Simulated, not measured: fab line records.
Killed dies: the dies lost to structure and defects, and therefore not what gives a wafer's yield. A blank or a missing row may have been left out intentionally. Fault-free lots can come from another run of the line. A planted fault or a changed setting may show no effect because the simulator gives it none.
Problem report, 8D (eight disciplines) form, completed by code :: flow sky130 :: the parts of the form that need people (team, actions taken, sign-off) are left out

== 1. PROBLEM STATEMENT ==
Wafers without a fault read 3001 sccm, standard deviation 9.2; o2FlowSccm at SKY_VT_ADJUST_LVTN_STRIP_20 reads a mean of 3601 sccm on 4 wafers belonging to 2 lots. That puts it +65 standard deviations away from the usual mean.
The step: strips in O2/N2.
Seen first at day 12 16:40 on plasmaAsher-03, wafer L776.1. At this step, 39 wafers from 13 lots have a number in the record. The rule behind "out" and "out of limits": a value lying over 4 standard deviations away from the usual mean. The other wafers with a number count as sound.

== 2. WHAT IT IS; WHAT IT IS NOT ==
question: which readings at this step
is: o2FlowSccm, stripTimeToEndpointS
is not: drypumpMotorCurrentA, oesProductAu

question: which lots
is: L776, L777
is not: L759, L760, L761, L763, L764, L766, L768, L771, L779, L780, L781

question: which wafers of those lots
is: L776.1, L776.3, L777.1, L777.6
is not: L776.4, L777.2

question: read on which tools
is: plasmaAsher-03
is not: plasmaAsher-02, plasmaAsher-04

question: when
is: from day 12 16:40
is not: up to then (25 sound wafers); but 10 sound wafers of L777, L779, L780, L781 came after

== 3. SUSPECTS, AND WHAT RULES EACH OUT ==
Counting: any tool at a process step up to the reading remains a suspect provided it ran every lot that is out. Sound lots after the first of them don't rule it out here, since some wafers of a struck lot are sound.
- plasmaAsher-03 at SKY_VT_ADJUST_LVTN_STRIP_20 (strips in O2/N2): kept. Every lot that is out went through it, the first being L776 (day 12 16:40); the last sound lot it ran before that was L766 (day 9 15:40). Its own readings are out on those wafers: o2FlowSccm, stripTimeToEndpointS.
- The sound lot-mates ran in chamber 0 of plasmaAsher-03 at SKY_VT_ADJUST_LVTN_STRIP_20, but the wafers that are out ran in chamber 1.
The count leaves plasmaAsher-03 at SKY_VT_ADJUST_LVTN_STRIP_20.

== 4. THE CAUSE (what the simulator had put in) ==
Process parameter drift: plasmaAsher-03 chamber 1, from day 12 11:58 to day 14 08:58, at SKY_VT_ADJUST_LVTN_STRIP_20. From 3000, the setting o2FlowSccm moved by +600. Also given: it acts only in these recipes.
Only this tool survived the counting.

== 5. SEQUENCE OF EFFECTS, ordered by route ==
Each row: a reading whose mean over the struck wafers that have a number lies more than 3 standard deviations from the usual. Only readings whose record carries a usual standard deviation are examined. hours: median over the lots of the time between each lot's start at the first step of this table that gives one and its start at this step. sigmas: the change, counted in usual standard deviations.
hours: 0
step: SKY_VT_ADJUST_LVTN_STRIP_20
reading: o2FlowSccm
usual: 3001 sccm
on struck wafers: 3601
change: +600
sigmas: +65

hours: 0
step: SKY_VT_ADJUST_LVTN_STRIP_20
reading: stripTimeToEndpointS
usual: 14.18 s
on struck wafers: 14.00
change: -0.18
sigmas: -4.6
The process steps in it:
- SKY_VT_ADJUST_LVTN_STRIP_20: strips in O2/N2.

== 6. WHAT WOULD HAVE CAUGHT IT SOONER ==
5 hours passed between the start of the fault at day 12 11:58 and the first reading out of limits in this record, taken at day 12 16:40.
